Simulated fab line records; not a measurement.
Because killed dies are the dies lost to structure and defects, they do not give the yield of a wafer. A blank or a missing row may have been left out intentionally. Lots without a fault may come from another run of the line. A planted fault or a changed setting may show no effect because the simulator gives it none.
Which tool was responsible? ; flow sfq line ; Sampling: 14 lots, 42 wafers, 2 of 325 route steps

## WHAT EACH GAUGE READ, for each wafer
SFQ_I2_OVL_MEAS_918. Usual: I2_OVL 1 nm, standard deviation 5.2.
lot;measured;on;I2_OVL (nm);flag
L536;day 23 21:56;overlay-02;2 5 4;
L537;day 23 23:08;overlay-01;-9 -1 -4;
L541;day 31 00:05;overlay-01;7 1 7;
L542;day 31 07:17;overlay-02;1 -1 -4;
L544;day 31 12:04;overlay-01;-4 2 0;
L545;day 38 03:03;overlay-02;6 7 4;
L546;day 38 05:27;overlay-02;-2 1 -4;
L548;day 38 15:03;overlay-02;5 10 0;
L549;day 38 16:15;overlay-01;2 -1 2;
L550;day 38 17:27;overlay-01;-4 -1 -2;
L551;day 38 19:52;overlay-01;-10 -6 -5;
L554;day 38 23:27;overlay-01;4 2 0;
L558;day 39 06:39;overlay-01;6 6 -3;
L559;day 39 07:51;overlay-01;-3 -5 -1;

SFQ_R5_THK_MEAS_934: measures by xrf. Usual: R5_MONX_THK 40.6 nm, standard deviation 0.39.
lot;measured;on;R5_MONX_THK (nm);flag
L536;day 44 05:19;film metro-02;40.7 40.7 40.4;
L537;day 44 08:19;film metro-04;40.8 40.6 40.4;
L541;day 46 06:27;film metro-04;41.3 40.8 41.4;
L542;day 46 08:19;film metro-02;40.7 40.3 40.6;
L544;day 47 19:23;film metro-04;40.2 40.8 40.0;
L545;day 48 15:01;film metro-04;41.0 40.5 41.2;
L546;day 48 17:05;film metro-04;41.0 40.6 41.0;
L548;day 61 06:19;film metro-02;40.2 40.8 40.5;
L549;day 61 07:06;film metro-03;40.8 41.2 40.8;
L550;day 61 09:18;film metro-03;40.7 40.5 40.7;
L551;day 61 10:07;film metro-02;39.9 40.3 40.0;
L554;day 61 15:18;film metro-03;41.3 41.3 41.1;
L558;day 61 22:06;film metro-03;40.2 40.5 40.1;
L559;day 62 01:07;film metro-02;40.6 40.8 40.5;

## EACH LOT AND THE TOOL THAT RAN IT (in order: tool; ch and the chambers of the sampled wafers; start)
The record shows no process step preceding these readings.

## AS READ BY THE TOOLS THEMSELVES (means over the sampled wafers that have a number; for cases with no such wafer, the mark the record gives instead)
The record holds no such reading with a usual standard deviation.

## THE ANSWER, worked out from the rows above alone
Rule: lot off if the mean of its wafers having a number is beyond 3 standard deviations from the usual mean. Also off: a lot with no number at a reading for which 4 or more lots have one. All remaining lots with rows at the step are treated as sound. The gauges are gone through in route order, then the tools' own readings, and for those a lot's mean is taken as printed above. At the first step where some lot is off, the reading lying furthest off is the one used; lots without a number count as furthest.
Across all readings shown, no lot is off: no conclusion can be drawn from this.

## WHAT THE SIMULATOR PUT IN
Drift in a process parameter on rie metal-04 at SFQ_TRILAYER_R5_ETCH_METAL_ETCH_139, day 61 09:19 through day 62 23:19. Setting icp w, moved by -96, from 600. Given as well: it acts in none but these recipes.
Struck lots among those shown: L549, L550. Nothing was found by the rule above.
